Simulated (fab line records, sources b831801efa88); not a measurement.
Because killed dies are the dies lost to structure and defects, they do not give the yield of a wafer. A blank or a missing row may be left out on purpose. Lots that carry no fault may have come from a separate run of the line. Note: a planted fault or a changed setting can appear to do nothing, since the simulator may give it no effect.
Chamber matching -- flow sky130 -- SKY_VIA2_CMP_24 on cmp-02: 4 sister chambers
The step polishes, stops on SiO2, t overpolish 20 s, target thk 0 nm. 8 wafers are shown with their chamber, then 12 later ones without.

== WAFERS PAIRED WITH THEIR CHAMBERS ==
wafer,chamber,motor current A (A),overpolish run s (s)
L079.2,3,11.7,20.005
L088.5,1,12.0,20.014
L088.6,0,10.4,20.013
L090.5,1,11.3,20.001
L090.6,2,13.8,20.000
L092.4,0,10.7,19.994
L092.5,2,12.9,19.996
L092.6,3,12.3,20.001

== WAFERS MISSING THEIR CHAMBER ==
wafer,motor current A (A),overpolish run s (s)
L089.2,12.8,20.010
L089.4,12.3,19.995
L089.5,11.9,20.018
L094.1,10.7,20.009
L094.3,11.7,19.986
L094.6,11.8,20.019
L095.1,12.7,19.978
L095.5,13.5,20.006
L095.6,12.0,20.007
L097.1,10.6,19.995
L097.2,11.9,20.000
L097.5,12.6,19.981

== EACH ONE'S CHAMBER ==
wafer,from the rows above,in truth
L089.2,can't be placed: 2 or 3 or 1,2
L089.4,can't be placed: 3 or 1 or 2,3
L089.5,can't be placed: 1 or 3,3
L094.1,can't be placed: 0 or 1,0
L094.3,can't be placed: 3 or 1 or 0 or 2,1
L094.6,can't be placed: 1 or 3 or 0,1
L095.1,can't be placed: 2 or 3 or 1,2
L095.5,2,2
L095.6,can't be placed: 3 or 1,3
L097.1,can't be placed: 0 or 1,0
L097.2,can't be placed: 3 or 1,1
L097.5,can't be placed: 2 or 3 or 1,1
Placed correctly: 1 of 12. Cannot be placed on the basis of these rows: 11; the candidates contain the true chamber in 11. Placed wrongly: 0.
How it was worked out, from the rows above alone: a wafer's distance from a chamber is the root of the sum, over the readings, of the square of ((its reading less the chamber's mean) divided by the reading's scatter). If the next closest chamber is less than 2 further off than the closest, the wafer can't be placed; otherwise it belongs to the closest. A chamber's mean is the mean of its shown wafers. The scatter is the square root of a quotient: the sum, over the shown wafers, of each reading's squared deviation from its chamber's mean, divided by wafers minus chambers.
